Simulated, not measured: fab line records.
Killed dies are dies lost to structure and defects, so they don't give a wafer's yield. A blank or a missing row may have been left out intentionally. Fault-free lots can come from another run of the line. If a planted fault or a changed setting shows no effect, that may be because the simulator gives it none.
A struck lot beside a sound one | flow sky130 | 15 steps out of a route of 708
Sound: these wafers, L913.1, L913.4, L913.5. Struck: wafers L920.1, L920.2, L920.3. The cause is given at the end.
Per side, at each step with rows, come the tool, then ch with its chambers, and then its first start. Under that, the readings that differ: sound wafers | struck wafers | difference of the means | sigmas: that difference in standard deviations of wafers without a fault.
alike: readings whose means differ by less than 2 such deviations, and words and numbers that are the same on both sides. not compared: withheld readings, readings that some wafer has no value for, bounds like >300 that may hide the same value, and numbers for which the record gives no deviation and whose values overlap.
Wherever a step has rows on one side only, a row that says differs or no value, or a row with sigmas, the two part there. Non-overlapping numbers with no deviation appear without sigmas and do not part them. A reading missing from all wafers of one side parts the sides only when that side holds two or more wafers.

first, 2 steps without rows for these wafers: SKY_CAPM_PEB_10; SKY_CAPM_DEVELOP_11 (develop time 60 s).
SKY_CAPM_OVL_MEAS_12:
  struck on overlay-01, day 41 16:56; sound on overlay-01, day 39 06:32
  alike: CAPM_OVL
SKY_CAPM_METAL_ETCH_13: etches TiN in Cl2/BCl3, stops on SiO2, target depth 220 nm, time 62.9 s.
  sound on rie_metal-04 ch 0,1, day 39 06:34; struck on rie_metal-02 ch 0,1, day 41 16:59
  alike: drypump_motor_current_A, oes_product_au, throttle_valve_pct
  not compared: rf_hours_counter_h
SKY_CAPM_STRIP_14: strips in O2/N2.
  sound on plasma_asher-02 ch 0,1, day 39 06:38; struck on plasma_asher-04 ch 0,1, day 41 17:03
  alike: drypump_motor_current_A, oes_product_au, strip_time_to_endpoint_s
  not compared: rf_hours_counter_h
then, 7 steps without rows for these wafers: SKY_CAPM_STRIP_15 (strips in post etch residue remover, time 1200 s); SKY_CAPM_CLEAN_16 (cleans in IPA, time 180 s); SKY_CAPM_CLEAN_17 (cleans in O3/DIW); SKY_METAL3_DEHYDRATE_05 (time 60 s); SKY_METAL3_HMDS_06 (prime time 60 s); SKY_METAL3_COAT_07 (resist thk 60 nm); SKY_METAL3_COAT_08 (resist thk 1140 nm).
SKY_METAL3_SOFTBAKE_09: time 90 s.
  sound on litho_track-02 ch 0, day 39 20:00; struck on litho_track-01 ch 0, day 42 05:00
  reading                  | sound              | struck               | difference | sigmas
  heater_power_total_W (W) | 57.41 57.17 57.42  | 59.60 59.61 59.45    | +2.22      | +18
  plate_temp_C (C)         | 100.20 99.96 99.96 | 102.72 102.78 102.87 | +2.75      | +23
then, 1 step without rows for these wafers: SKY_METAL3_EXPOSE_10 (exposes mask MM3, target cd 300 nm).
-- the record jumps here: 7 days lie between the struck wafers' starts before and after (it left off in module METAL3 and takes up again in module PAD_OPEN, whose first step shown is number 708 of the route) --
SKY_PAD_OPEN_PROBE_99:
  struck on prober-02, day 49 02:49; sound on prober-01, day 47 06:46
  alike: defect_limited_yield, killed_at_M0_to_M3, killed_at_M4_up, killed_at_contacts, killed_at_front_end, killed_at_other, killed_dies, killed_open, killed_short, sort_bin_3_pad_short, sort_bin_5_function, sort_bin_6_memory, sort_n_pass, sort_yield_pct

WHERE THEY PART
Only at SKY_METAL3_SOFTBAKE_09, as far as this record shows. Later steps at which nothing parts them and some readings are alike: SKY_PAD_OPEN_PROBE_99.

WHY: whatever the simulator had introduced
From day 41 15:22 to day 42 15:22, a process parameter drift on litho_track-01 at SKY_METAL3_SOFTBAKE_09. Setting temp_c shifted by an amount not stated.
